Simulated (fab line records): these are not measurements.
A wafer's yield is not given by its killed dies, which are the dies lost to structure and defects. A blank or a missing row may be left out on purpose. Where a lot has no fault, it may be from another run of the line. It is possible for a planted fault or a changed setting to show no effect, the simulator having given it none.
Which tool is to blame? -- flow sky130 -- 11 lots with 33 wafers sampled at 5 steps, on a route of 708 steps

== WHAT THE GAUGES READ, wafer by wafer ==
SKY_CONTACT_THK_MEAS_01.
lot,measured,on,CONTACT_CVD_00_THK (nm)
L694,day 30 05:52,film_metro-04,73.4 73.4 74.9
L696,day 31 04:44,film_metro-02,74.6 74.1 74.9
L699,day 32 04:32,film_metro-02,74.4 75.8 74.1
L700,day 32 15:11,film_metro-04,74.5 75.4 74.3
L705,day 34 10:42,film_metro-02,74.7 76.6 75.4
L707,day 34 20:55,film_metro-04,74.6 75.1 76.5
L710,day 35 17:58,film_metro-04,73.8 75.1 75.8
L711,day 36 08:19,film_metro-02,75.9 75.7 75.4
L715,day 37 01:02,film_metro-02,75.8 75.1 76.2
L714,day 37 11:29,film_metro-04,75.9 76.0 76.7
L717,day 37 20:52,film_metro-04,72.1 73.4 73.0

SKY_CONTACT_THK_MEAS_03.
lot,measured,on,CONTACT_HDPCVD_THK (nm)
L694,day 30 05:59,film_metro-03,567 561 571
L696,day 31 04:52,film_metro-03,556 562 567
L699,day 32 04:40,film_metro-04,559 566 558
L700,day 32 15:19,film_metro-03,554 559 555
L705,day 34 10:49,film_metro-03,568 554 566
L707,day 34 21:03,film_metro-03,558 563 575
L710,day 35 18:05,film_metro-02,562 558 564
L711,day 36 08:29,film_metro-04,572 560 556
L715,day 37 01:10,film_metro-04,562 563 561
L714,day 37 11:37,film_metro-02,550 558 556
L717,day 37 20:59,film_metro-02,576 561 560

SKY_VIA1_BOW_MEAS_03.
lot,measured,on,VIA1_BOW (um)
L694,day 32 15:59,film_metro-03,75 86 74
L696,day 33 14:20,film_metro-01,75 61 77
L699,day 34 12:56,film_metro-03,86 84 78
L700,day 35 00:18,film_metro-02,74 85 81
L705,day 36 19:55,film_metro-03,95 79 69
L707,day 37 04:49,film_metro-03,80 75 79
L710,day 38 02:20,film_metro-01,84 75 84
L711,day 38 15:43,film_metro-02,92 96 83
L715,day 39 07:40,film_metro-02,79 77 74
L714,day 39 17:07,film_metro-01,84 93 72
L717,day 40 03:19,film_metro-03,75 72 71

== EACH LOT AND THE TOOL THAT RAN IT (in order: tool; ch and the chambers of the sampled wafers; start) ==
lot,SKY_METAL1_METAL_ETCH_19,SKY_METAL1_STRIP_20
L694,"rie_metal-04 ch 0, day 32 14:44","plasma_asher-02 ch 1, day 32 14:49"
L696,"rie_metal-01 ch 0,1, day 33 13:04","plasma_asher-01 ch 0,1, day 33 13:10"
L699,"rie_metal-03 ch 0, day 34 11:40","plasma_asher-01 ch 0, day 34 11:51"
L700,"rie_metal-03 ch 0, day 34 23:01","plasma_asher-04 ch 0,1, day 34 23:12"
L705,"rie_metal-03 ch 0, day 36 18:41","plasma_asher-02 ch 0,1, day 36 18:50"
L707,"rie_metal-03 ch 0, day 37 03:34","plasma_asher-04 ch 0,1, day 37 03:45"
L710,"rie_metal-01 ch 0,1, day 38 00:58","plasma_asher-04 ch 0,1, day 38 01:03"
L711,"rie_metal-01 ch 0,1, day 38 14:34","plasma_asher-04 ch 0,1, day 38 14:39"
L715,"rie_metal-01 ch 0, day 39 06:29","plasma_asher-01 ch 0,1, day 39 06:34"
L714,"rie_metal-04 ch 0,1, day 39 15:55","plasma_asher-04 ch 0, day 39 16:01"
L717,"rie_metal-03 ch 0,1, day 40 02:07","plasma_asher-04 ch 0,1, day 40 02:13"
- SKY_METAL1_METAL_ETCH_19: etches the open film in Cl2/BCl3, stops on SiO2, target depth 360 nm, time 78 s.
- SKY_METAL1_STRIP_20: strips in O2/N2.

== AS READ BY THE TOOLS THEMSELVES (means over the sampled wafers that have a number; for cases with no such wafer, the mark the record gives instead) ==
SKY_METAL1_METAL_ETCH_19.
lot,tool,drypump_motor_current_A (A),he_backside_leak_sccm (sccm),oes_product_au (a.u.),rf_fwd_power_W (W),throttle_valve_pct (%)
L694,rie_metal-04,6.3,3.62,0.856,890.6,22.260
L696,rie_metal-01,5.6,3.75,0.853,889.5,22.268
L699,rie_metal-03,6.8,3.39,0.855,894.5,22.276
L700,rie_metal-03,6.8,3.32,0.853,892.7,22.268
L705,rie_metal-03,6.8,3.51,0.862,892.5,22.256
L707,rie_metal-03,6.8,3.34,0.857,893.5,22.269
L710,rie_metal-01,5.2,3.41,0.852,890.4,22.270
L711,rie_metal-01,5.6,3.37,0.858,894.2,22.259
L715,rie_metal-01,5.9,3.22,0.848,895.9,22.264
L714,rie_metal-04,6.0,3.44,0.850,891.4,22.263
L717,rie_metal-03,5.9,3.31,0.860,894.2,22.261

SKY_METAL1_STRIP_20.
lot,tool,drypump_motor_current_A (A),n2_flow_sccm (sccm),o2_flow_sccm (sccm),oes_product_au (a.u.),strip_time_to_endpoint_s (s)
L694,plasma_asher-02,5.3,299.6,3001,0.347,2.81
L696,plasma_asher-01,6.0,300.2,3007,0.345,2.70
L699,plasma_asher-01,5.3,300.1,2995,0.341,2.70
L700,plasma_asher-04,5.5,299.8,2992,0.337,2.71
L705,plasma_asher-02,5.6,300.9,2998,0.305,1.75
L707,plasma_asher-04,5.6,299.4,3009,0.298,1.73
L710,plasma_asher-04,5.3,301.3,3008,0.344,2.64
L711,plasma_asher-04,5.3,300.1,2996,0.342,2.72
L715,plasma_asher-01,5.6,299.6,3003,0.344,2.69
L714,plasma_asher-04,5.8,299.5,2992,0.345,2.75
L717,plasma_asher-04,5.3,300.3,3017,0.348,2.72

== THE ANSWER, worked out from the rows above alone ==
Rule: usual is defined by the lots themselves. Put in order of their means at a reading, lots are off if they are a third of the lots or fewer, leave a main group of 4 or more, and stand apart from it by a gap of 3 or more times the standard deviation of the main group's means; of several such gaps the widest counts. If all means in a main group match to the digits the tables above print for the reading, that group is not used. A lot without any number at a reading at which 4 lots or more have one is off too. Any other lot the step has rows for is counted as sound. After the gauges, taken in route order, come the tools' own readings; for these a lot's mean is taken, as printed above. The first step at which some lot is off is used, and at that step the reading that is off furthest; a lot without a number counts as furthest.
Off at SKY_METAL1_STRIP_20 (strip_time_to_endpoint_s): L705, L707. Main group: mean 2.72 s, sd 0.043.
If a tool, at that step or one of the process steps before it, ran each lot that is off and ran no sound lot following the first of them, it fits. Not one of the candidates tried fits.

== WHAT HAD BEEN PUT IN BY THE SIMULATOR ==
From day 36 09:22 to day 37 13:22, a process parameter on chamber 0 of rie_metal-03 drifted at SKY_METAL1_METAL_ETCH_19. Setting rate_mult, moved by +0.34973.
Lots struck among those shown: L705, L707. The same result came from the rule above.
